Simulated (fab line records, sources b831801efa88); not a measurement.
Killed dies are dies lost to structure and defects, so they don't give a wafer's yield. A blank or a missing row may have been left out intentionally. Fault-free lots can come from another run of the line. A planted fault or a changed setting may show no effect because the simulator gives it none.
What tool caused it? :: flow gf180mcu :: 12 lots with 36 wafers sampled at 4 steps, on a route of 602 steps

WHAT THE GAUGES SHOWED, per wafer
GF_VT_IMPLANT_OVL_MEAS_29. Usual: VT_IMPLANT_02_OVL gives 0.1 nm (standard deviation 1.8).
lot: L344
measured: day 6 20:32
on: overlay-01
VT_IMPLANT_02_OVL (nm): 0.5 -0.7 -0.9
flag: 

lot: L345
measured: day 7 05:57
on: overlay-02
VT_IMPLANT_02_OVL (nm): 3.3 3.6 1.3
flag: 

lot: L346
measured: day 7 11:23
on: overlay-02
VT_IMPLANT_02_OVL (nm): - - -
flag: OFF

lot: L351
measured: day 8 19:33
on: overlay-01
VT_IMPLANT_02_OVL (nm): -2.0 -0.4 0.7
flag: 

lot: L357
measured: day 10 09:44
on: overlay-02
VT_IMPLANT_02_OVL (nm): 2.2 3.2 2.1
flag: 

lot: L359
measured: day 11 00:08
on: overlay-01
VT_IMPLANT_02_OVL (nm): -0.9 0.1 1.3
flag: 

lot: L360
measured: day 11 02:59
on: overlay-01
VT_IMPLANT_02_OVL (nm): -0.4 -3.2 -2.3
flag: 

lot: L363
measured: day 11 23:48
on: overlay-01
VT_IMPLANT_02_OVL (nm): -1.2 -1.0 -1.4
flag: 

lot: L364
measured: day 12 06:20
on: overlay-01
VT_IMPLANT_02_OVL (nm): -1.1 -0.2 0.1
flag: 

lot: L365
measured: day 12 15:38
on: overlay-02
VT_IMPLANT_02_OVL (nm): -2.5 -3.2 -1.5
flag: 

lot: L366
measured: day 12 23:32
on: overlay-02
VT_IMPLANT_02_OVL (nm): -0.9 -0.9 -1.2
flag: 

lot: L367
measured: day 13 07:35
on: overlay-02
VT_IMPLANT_02_OVL (nm): -0.2 -0.1 -1.1
flag: 

GF_VT_IMPLANT_TW_MEAS_32. Usual: VT_IMPLANT_3_TW gives 266.5 (standard deviation 2.8).
lot: L344
measured: day 6 20:50
on: film-metro-03
VT_IMPLANT_3_TW: 264.1 264.3 263.8
flag: 

lot: L345
measured: day 7 06:14
on: film-metro-01
VT_IMPLANT_3_TW: 271.8 271.0 270.3
flag: 

lot: L346
measured: day 7 11:41
on: film-metro-04
VT_IMPLANT_3_TW: 29.5 29.5 29.6
flag: OFF

lot: L351
measured: day 8 19:51
on: film-metro-04
VT_IMPLANT_3_TW: 264.9 267.0 265.9
flag: 

lot: L357
measured: day 10 10:01
on: film-metro-04
VT_IMPLANT_3_TW: 266.9 265.1 264.7
flag: 

lot: L359
measured: day 11 00:26
on: film-metro-03
VT_IMPLANT_3_TW: 264.4 264.7 264.2
flag: 

lot: L360
measured: day 11 03:17
on: film-metro-04
VT_IMPLANT_3_TW: 267.4 266.9 265.9
flag: 

lot: L363
measured: day 12 00:05
on: film-metro-03
VT_IMPLANT_3_TW: 263.1 262.1 261.7
flag: 

lot: L364
measured: day 12 06:38
on: film-metro-04
VT_IMPLANT_3_TW: 264.3 265.2 265.3
flag: 

lot: L365
measured: day 12 15:55
on: film-metro-01
VT_IMPLANT_3_TW: 270.0 269.2 270.0
flag: 

lot: L366
measured: day 12 23:49
on: film-metro-01
VT_IMPLANT_3_TW: 269.8 269.6 269.3
flag: 

lot: L367
measured: day 13 07:52
on: film-metro-04
VT_IMPLANT_3_TW: 263.7 265.6 265.7
flag: 

GF_PSD_CD_MEAS_07: target cd 400 nm. Usual: 399.9 nm for cd-nm, sd 2.4.
lot: L344
measured: day 14 01:59
on: cd-sem-01
cd-nm (nm): 397.0 395.4 399.8
flag: 

lot: L345
measured: day 14 13:53
on: cd-sem-02
cd-nm (nm): 401.1 402.0 398.3
flag: 

lot: L351
measured: day 16 19:14
on: cd-sem-02
cd-nm (nm): 403.0 400.5 402.2
flag: 

lot: L357
measured: day 18 22:08
on: cd-sem-01
cd-nm (nm): 396.3 396.6 396.2
flag: 

lot: L359
measured: day 19 15:56
on: cd-sem-01
cd-nm (nm): 402.1 402.6 402.6
flag: 

lot: L360
measured: day 19 18:44
on: cd-sem-01
cd-nm (nm): 398.9 398.8 400.7
flag: 

lot: L363
measured: day 20 23:19
on: cd-sem-02
cd-nm (nm): 401.8 402.5 400.1
flag: 

lot: L364
measured: day 21 03:38
on: cd-sem-02
cd-nm (nm): 401.0 402.9 402.2
flag: 

lot: L365
measured: day 21 16:14
on: cd-sem-01
cd-nm (nm): 397.8 397.6 399.9
flag: 

lot: L366
measured: day 22 00:57
on: cd-sem-02
cd-nm (nm): 404.5 406.1 405.8
flag: 

lot: L367
measured: day 22 10:11
on: cd-sem-01
cd-nm (nm): 401.2 400.9 399.6
flag: 

WHICH TOOL RAN EACH LOT (tool, then ch and the chambers of the sampled wafers, then the start)
lot: L344
GF_VT_IMPLANT_EXPOSE_26: iline-stepper-02 ch 0, day 6 13:05

lot: L345
GF_VT_IMPLANT_EXPOSE_26: iline-stepper-01 ch 0, day 6 22:55

lot: L346
GF_VT_IMPLANT_EXPOSE_26: iline-stepper-02 ch 0, day 7 04:25

lot: L351
GF_VT_IMPLANT_EXPOSE_26: iline-stepper-02 ch 0, day 8 11:47

lot: L357
GF_VT_IMPLANT_EXPOSE_26: iline-stepper-01 ch 0, day 10 01:11

lot: L359
GF_VT_IMPLANT_EXPOSE_26: iline-stepper-02 ch 0, day 10 14:55

lot: L360
GF_VT_IMPLANT_EXPOSE_26: iline-stepper-02 ch 0, day 10 18:23

lot: L363
GF_VT_IMPLANT_EXPOSE_26: iline-stepper-02 ch 0, day 11 15:01

lot: L364
GF_VT_IMPLANT_EXPOSE_26: iline-stepper-01 ch 0, day 11 20:40

lot: L365
GF_VT_IMPLANT_EXPOSE_26: iline-stepper-02 ch 0, day 12 05:49

lot: L366
GF_VT_IMPLANT_EXPOSE_26: iline-stepper-02 ch 0, day 12 14:05

lot: L367
GF_VT_IMPLANT_EXPOSE_26: iline-stepper-01 ch 0, day 12 22:01
- GF_VT_IMPLANT_EXPOSE_26: exposes mask LVPWELL HV AREA, target cd 860 nm.

WHAT THE TOOLS THEMSELVES READ (means of the sampled wafers that have a number; where no wafer has one, the mark that the record gives instead)
The record holds no such reading with a usual standard deviation.

THE ANSWER, worked out from the rows above alone
Rule: lot off if the mean of its wafers having a number is beyond 3 standard deviations from the usual mean. Also off: a lot with no number at a reading for which 4 or more lots have one. All remaining lots with rows at the step are treated as sound. After the gauges, taken in route order, come the tools' own readings; for these a lot's mean is taken, as printed above. The first step at which some lot is off is used, and at that step the reading that is off furthest; a lot without a number counts as furthest.
Off: at GF_VT_IMPLANT_OVL_MEAS_29 (VT_IMPLANT_02_OVL), L346. Without a number there: L346.
A tool fits if, at a process step before that reading, it ran every lot that is off, and no sound lot after the first of them. Not tried: the gauges at GF_VT_IMPLANT_OVL_MEAS_29; whatever is off there is also off at GF_VT_IMPLANT_TW_MEAS_32, on other tools, and gauge error can't account for it. Of those tried, none fits.

WHAT HAD BEEN PUT IN BY THE SIMULATOR
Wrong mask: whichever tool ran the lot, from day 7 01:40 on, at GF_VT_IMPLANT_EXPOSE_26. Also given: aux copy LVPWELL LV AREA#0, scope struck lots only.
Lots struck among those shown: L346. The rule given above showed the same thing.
